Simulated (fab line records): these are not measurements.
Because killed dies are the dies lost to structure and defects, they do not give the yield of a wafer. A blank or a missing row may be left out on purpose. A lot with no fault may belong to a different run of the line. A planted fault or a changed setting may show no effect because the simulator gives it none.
Which of the tools did it?    flow sky130    24 lots with 72 wafers sampled at 6 steps, on a route of 708 steps

WHAT THE GAUGES READ, wafer by wafer
SKY_VIA1_OVL_MEAS_13. Usual: VIA1_OVL typically reads -2 nm, with standard deviation 5.6.
lot   measured      on          VIA1_OVL (nm)  flag
L074  day 33 20:49  overlay-02  1 -9 -1        
L075  day 33 23:01  overlay-02  6 -4 -2        
L076  day 34 17:48  overlay-02  4 -1 1         
L077  day 35 07:04  overlay-01  0 -3 5         
L079  day 35 21:04  overlay-01  0 -2 -10       
L078  day 35 23:19  overlay-02  6 -6 -6        
L080  day 36 08:43  overlay-02  -4 2 -6        
L081  day 36 16:17  overlay-02  -1 0 -2        
L082  day 36 16:37  overlay-01  2 0 3          
L083  day 36 16:45  overlay-01  -5 -7 0        
L084  day 37 06:13  overlay-01  -2 -4 0        
L085  day 37 15:45  overlay-01  -11 -9 2       
L086  day 37 19:49  overlay-01  -3 -4 0        
L087  day 38 11:49  overlay-01  -10 0 -5       
L088  day 38 13:34  overlay-01  -3 -2 -12      
L089  day 38 19:44  overlay-02  -15 -6 -10     
L090  day 39 05:13  overlay-01  -3 -3 2        
L092  day 39 23:04  overlay-01  5 -3 1         
L091  day 40 04:34  overlay-02  2 6 -5         
L093  day 40 04:55  overlay-02  5 -3 0         
L094  day 40 06:04  overlay-02  -6 0 1         
L095  day 40 15:51  overlay-02  -8 9 -6        
L096  day 40 19:31  overlay-01  -9 -12 0       
L097  day 40 23:16  overlay-02  7 7 7          

SKY_VIA1_RS_MEAS_22: a four-point-probe measurement. Usual: VIA1_W_RS typically reads 0.426 ohm/sq, with standard deviation 0.0069.
lot   measured      on             VIA1_W_RS (ohm/sq)  flag
L074  day 33 21:41  film-metro-04  0.424 0.437 0.439   
L075  day 34 00:23  film-metro-04  0.431 0.419 0.431   
L076  day 34 18:40  film-metro-01  0.425 0.435 0.427   
L077  day 35 07:56  film-metro-04  0.414 0.422 0.419   
L079  day 35 21:57  film-metro-01  0.415 0.414 0.420   
L078  day 36 00:13  film-metro-02  0.428 0.418 0.429   
L080  day 36 09:35  film-metro-02  0.429 0.433 0.432   
L081  day 36 17:11  film-metro-02  0.430 0.418 0.436   
L082  day 36 17:29  film-metro-01  0.433 0.434 0.436   
L083  day 36 17:37  film-metro-04  0.431 0.425 0.426   
L084  day 37 07:05  film-metro-04  0.433 0.432 0.426   
L085  day 37 16:40  film-metro-02  0.418 0.418 0.421   
L086  day 37 20:41  film-metro-04  0.434 0.427 0.433   
L087  day 38 12:43  film-metro-01  0.432 0.429 0.430   
L088  day 38 14:27  film-metro-04  0.432 0.417 0.433   
L089  day 38 20:40  film-metro-02  0.425 0.426 0.430   
L090  day 39 06:11  film-metro-02  0.415 0.412 0.412   
L092  day 39 23:59  film-metro-04  0.418 0.428 0.416   
L091  day 40 05:27  film-metro-01  0.430 0.433 0.430   
L093  day 40 05:48  film-metro-02  0.418 0.422 0.418   
L094  day 40 06:57  film-metro-02  0.434 0.437 0.433   
L095  day 40 16:46  film-metro-04  0.422 0.417 0.420   
L096  day 40 20:23  film-metro-04  0.429 0.430 0.427   
L097  day 41 00:10  film-metro-04  0.429 0.428 0.428   

SKY_METAL2_THK_MEAS_06: measures by xrf. Usual: METAL2_ALCU_THK typically reads 247 nm, with standard deviation 3.9.
lot   measured      on             METAL2_ALCU_THK (nm)  flag
L074  day 33 22:26  film-metro-04  249 249 248           
L075  day 34 01:08  film-metro-03  251 252 253           
L076  day 34 19:25  film-metro-03  254 252 253           
L077  day 35 08:40  film-metro-03  248 249 252           
L079  day 35 22:41  film-metro-01  239 242 242           
L078  day 36 00:56  film-metro-01  242 241 243           
L080  day 36 10:20  film-metro-03  243 243 244           
L081  day 36 17:54  film-metro-03  247 247 249           
L082  day 36 18:14  film-metro-04  242 242 245           
L083  day 36 18:32  film-metro-03  248 248 246           
L084  day 37 07:50  film-metro-04  243 244 244           
L085  day 37 17:32  film-metro-03  247 250 250           
L086  day 37 21:25  film-metro-01  249 252 253           
L087  day 38 13:27  film-metro-01  241 243 243           
L088  day 38 15:11  film-metro-03  245 244 243           
L089  day 38 21:25  film-metro-03  246 250 250           
L090  day 39 06:55  film-metro-03  247 250 247           
L092  day 40 00:43  film-metro-01  244 245 243           
L091  day 40 06:11  film-metro-01  248 251 247           
L093  day 40 06:37  film-metro-03  246 242 244           
L094  day 40 07:41  film-metro-03  245 245 244           
L095  day 40 17:30  film-metro-03  247 246 244           
L096  day 40 21:08  film-metro-01  242 242 242           
L097  day 41 00:54  film-metro-03  253 256 250           

SKY_CAPM_RS_MEAS_03: a four-point-probe measurement. Usual: CAPM_TIN_RS typically reads 6.88 ohm/sq, with standard deviation 0.077.
lot   measured      on             CAPM_TIN_RS (ohm/sq)  flag
L074  day 36 06:56  film-metro-02  6.75 6.87 6.81        
L075  day 36 09:40  film-metro-04  6.80 6.79 6.72        
L076  day 37 02:12  film-metro-02  6.84 6.76 6.74        
L077  day 37 15:27  film-metro-03  6.84 6.79 6.71        
L079  day 38 05:51  film-metro-04  6.92 6.97 7.05        
L078  day 38 08:12  film-metro-04  6.93 6.95 6.94        
L080  day 38 17:37  film-metro-04  6.81 6.88 6.87        
L081  day 38 23:37  film-metro-02  6.84 6.99 6.81        
L082  day 39 01:38  film-metro-03  6.91 6.97 6.90        
L083  day 39 01:57  film-metro-04  6.92 6.83 6.85        
L084  day 39 14:09  film-metro-03  6.89 6.81 6.95        
L085  day 39 23:17  film-metro-03  6.94 6.81 6.86        
L086  day 40 03:19  film-metro-04  7.02 6.92 6.96        
L087  day 40 18:36  film-metro-04  6.93 6.88 6.81        
L088  day 40 20:04  film-metro-04  6.83 6.84 6.81        
L089  day 41 02:54  film-metro-03  6.74 6.87 6.77        
L090  day 41 11:16  film-metro-04  6.91 7.00 6.90        
L092  day 42 04:10  film-metro-03  6.98 6.93 6.86        
L091  day 42 10:15  film-metro-03  6.91 6.81 6.95        
L093  day 42 10:33  film-metro-04  7.03 6.86 7.00        
L094  day 42 10:51  film-metro-03  6.85 6.86 6.94        
L095  day 42 20:20  film-metro-04  6.77 6.83 6.89        
L096  day 42 22:53  film-metro-04  6.89 6.97 6.93        
L097  day 43 03:19  film-metro-03  6.95 6.93 6.95        

WHICH TOOL RAN EACH LOT (tool, then ch and the chambers of the sampled wafers, then the start)
lot   SKY_LI_CONTACT_STRIP_16               SKY_METAL2_SPUTTER_03
L074  plasma-asher-01 ch 0,1, day 28 23:52  pvd-sputter-02, day 33 22:14
L075  plasma-asher-02 ch 0,1, day 29 02:47  pvd-sputter-02, day 34 00:56
L076  plasma-asher-01 ch 0,1, day 29 22:37  pvd-sputter-02, day 34 19:14
L077  plasma-asher-03 ch 0,1, day 30 12:07  pvd-sputter-02, day 35 08:29
L079  plasma-asher-03 ch 0, day 31 03:44    pvd-sputter-01, day 35 22:29
L078  plasma-asher-03 ch 0,1, day 31 05:19  pvd-sputter-01, day 36 00:44
L080  plasma-asher-01 ch 0,1, day 31 14:10  pvd-sputter-01, day 36 10:08
L081  plasma-asher-01 ch 0,1, day 31 21:51  pvd-sputter-02, day 36 17:41
L082  plasma-asher-03 ch 0,1, day 31 22:29  pvd-sputter-01, day 36 18:02
L083  plasma-asher-02 ch 0,1, day 31 23:56  pvd-sputter-02, day 36 18:20
L084  plasma-asher-02 ch 0,1, day 32 13:16  pvd-sputter-03, day 37 07:38
L085  plasma-asher-03 ch 0,1, day 32 23:31  pvd-sputter-03, day 37 17:21
L086  plasma-asher-02 ch 0,1, day 33 05:04  pvd-sputter-02, day 37 21:14
L087  plasma-asher-03 ch 0,1, day 33 21:20  pvd-sputter-01, day 38 13:16
L088  plasma-asher-01 ch 0,1, day 33 22:46  pvd-sputter-01, day 38 14:59
L089  plasma-asher-01 ch 0,1, day 34 05:30  pvd-sputter-02, day 38 21:12
L090  plasma-asher-01 ch 0,1, day 34 15:53  pvd-sputter-02, day 39 06:43
L092  plasma-asher-02 ch 0,1, day 35 11:04  pvd-sputter-03, day 40 00:31
L091  plasma-asher-03 ch 0,1, day 35 14:37  pvd-sputter-02, day 40 05:59
L093  plasma-asher-01 ch 0,1, day 35 16:17  pvd-sputter-01, day 40 06:24
L094  plasma-asher-02 ch 0,1, day 35 18:01  pvd-sputter-03, day 40 07:29
L095  plasma-asher-01 ch 0,1, day 36 04:10  pvd-sputter-03, day 40 17:19
L096  plasma-asher-02 ch 1, day 36 07:28    pvd-sputter-03, day 40 20:56
L097  plasma-asher-01 ch 0,1, day 36 12:22  pvd-sputter-02, day 41 00:43
- SKY_LI_CONTACT_STRIP_16: strips in O2/N2.
- SKY_METAL2_SPUTTER_03: material Ti, target thk 5 nm, time 3.3 s.

WHAT THE TOOLS THEMSELVES READ (means of the sampled wafers that have a number; where no wafer has one, the mark that the record gives instead)
SKY_LI_CONTACT_STRIP_16. Usual: drypump-motor-current-A 5.7 A, standard deviation 0.42; n2-flow-sccm 300.0 sccm, standard deviation 0.85; oes-product-au 0.375 a.u., standard deviation 0.005; strip-time-to-endpoint-s 3.48 s, standard deviation 0.035.
lot   tool             drypump-motor-current-A (A)  n2-flow-sccm (sccm)  oes-product-au (a.u.)  strip-time-to-endpoint-s (s)  flag
L074  plasma-asher-01  5.6                          300.1                0.374                  3.46                          
L075  plasma-asher-02  5.6                          299.2                0.372                  3.47                          
L076  plasma-asher-01  5.7                          299.4                0.376                  3.51                          
L077  plasma-asher-03  5.5                          299.7                0.383                  3.48                          
L079  plasma-asher-03  6.5                          299.4                0.378                  3.49                          
L078  plasma-asher-03  6.0                          300.8                0.376                  3.46                          
L080  plasma-asher-01  5.7                          299.2                0.377                  3.55                          
L081  plasma-asher-01  5.6                          300.5                0.371                  3.49                          
L082  plasma-asher-03  5.5                          300.4                0.381                  3.51                          
L083  plasma-asher-02  5.5                          300.7                0.376                  3.48                          
L084  plasma-asher-02  5.6                          300.0                0.377                  3.46                          
L085  plasma-asher-03  6.0                          300.8                0.371                  3.46                          
L086  plasma-asher-02  5.5                          300.5                0.374                  3.47                          
L087  plasma-asher-03  6.0                          300.5                0.379                  3.50                          
L088  plasma-asher-01  5.7                          299.8                0.378                  3.47                          
L089  plasma-asher-01  5.6                          300.6                0.373                  3.44                          
L090  plasma-asher-01  5.7                          300.7                0.377                  3.48                          
L092  plasma-asher-02  5.6                          299.8                0.378                  3.49                          
L091  plasma-asher-03  5.5                          299.9                0.371                  3.47                          
L093  plasma-asher-01  5.6                          299.1                0.373                  3.48                          
L094  plasma-asher-02  5.5                          299.7                0.373                  3.44                          
L095  plasma-asher-01  5.7                          300.7                0.374                  3.47                          
L096  plasma-asher-02  5.5                          298.9                0.371                  3.43                          
L097  plasma-asher-01  5.7                          300.5                0.375                  3.44                          

SKY_METAL2_SPUTTER_03. Usual: throttle-valve-pct 29.7 %, standard deviation 0.7.
lot   tool            throttle-valve-pct (%)  flag
L074  pvd-sputter-02  29.1                    
L075  pvd-sputter-02  29.1                    
L076  pvd-sputter-02  29.1                    
L077  pvd-sputter-02  29.1                    
L079  pvd-sputter-01  30.6                    
L078  pvd-sputter-01  30.3                    
L080  pvd-sputter-01  30.0                    
L081  pvd-sputter-02  29.1                    
L082  pvd-sputter-01  29.9                    
L083  pvd-sputter-02  29.0                    
L084  pvd-sputter-03  30.4                    
L085  pvd-sputter-03  29.8                    
L086  pvd-sputter-02  29.0                    
L087  pvd-sputter-01  30.1                    
L088  pvd-sputter-01  30.3                    
L089  pvd-sputter-02  29.1                    
L090  pvd-sputter-02  29.1                    
L092  pvd-sputter-03  29.8                    
L091  pvd-sputter-02  29.1                    
L093  pvd-sputter-01  30.7                    
L094  pvd-sputter-03  30.4                    
L095  pvd-sputter-03  29.9                    
L096  pvd-sputter-03  30.6                    
L097  pvd-sputter-02  29.2                    

THE ANSWER, worked out from the rows above alone
Rule: a lot is off if the mean of its wafers that have a number lies more than 3 standard deviations from the usual mean. A lot without any number at a reading at which 4 lots or more have one is off too. All remaining lots with rows at the step are treated as sound. First the gauges in route order, then the tools' own readings, where a lot's mean is used as printed above. The first step at which some lot is off is used, and at that step the reading that is off furthest; a lot without a number counts as furthest.
Nothing can be told from this: no lot is off at any reading shown.

WHAT THE SIMULATOR HAD INSERTED
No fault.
